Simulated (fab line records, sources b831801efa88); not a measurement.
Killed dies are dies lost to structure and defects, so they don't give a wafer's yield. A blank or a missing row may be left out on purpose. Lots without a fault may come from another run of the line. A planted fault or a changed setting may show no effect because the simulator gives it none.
Chamber matching | flow sfq_line | SFQ_TRILAYER_I1_CMP_CMP_046 on cmp-02: 4 sister chambers
The step polishes SiO2. 8 wafers are shown with their chamber, then 8 later ones without.

WAFERS WITH THEIR CHAMBER
wafer  | chamber | motor_current_A (A) | time_to_endpoint_s (s)
L637.5 | 2       | 10.5                | 226
L638.5 | 3       | 8.0                 | 209
L649.4 | 1       | 9.9                 | 212
L649.5 | 1       | 9.2                 | 210
L651.4 | 0       | 10.4                | 217
L651.2 | 2       | 10.1                | 215
L651.6 | 0       | 9.9                 | 211
L653.2 | 3       | 8.8                 | 199

WAFERS WITHOUT THEIR CHAMBER
wafer  | motor_current_A (A) | time_to_endpoint_s (s)
L653.3 | 10.8                | 206
L653.1 | 9.1                 | 203
L654.2 | 8.3                 | 202
L654.3 | 10.7                | 217
L654.6 | 9.8                 | 213
L657.3 | 9.9                 | 206
L657.5 | 9.8                 | 213
L657.6 | 9.3                 | 219

WHICH CHAMBER EACH WENT THROUGH
wafer  | from the rows above               | in truth
L653.3 | can't be placed: 0 or 2 or 1      | 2
L653.1 | can't be placed: 3 or 1 or 0      | 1
L654.2 | 3                                 | 3
L654.3 | can't be placed: 2 or 0 or 1      | 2
L654.6 | can't be placed: 1 or 0 or 2      | 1
L657.3 | can't be placed: 1 or 0 or 2      | 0
L657.5 | can't be placed: 1 or 0 or 2      | 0
L657.6 | can't be placed: 1 or 0 or 2 or 3 | 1
Placed correctly: 1 of 8. Can't be placed from these rows: 7 (the true chamber is among the candidates in 7). Placed wrongly: 0.
How it was worked out, from the rows above alone: a wafer's distance from a chamber is the root of the sum, over the readings, of the square of ((its reading less the chamber's mean) divided by the reading's scatter). The wafer belongs to the nearest chamber; if the next one is less than 2 further off, it can't be placed. A chamber's mean is the mean of its shown wafers. The scatter: the root of (the sum of the squares of (reading less its chamber's mean) over the shown wafers, divided by (wafers less chambers)).
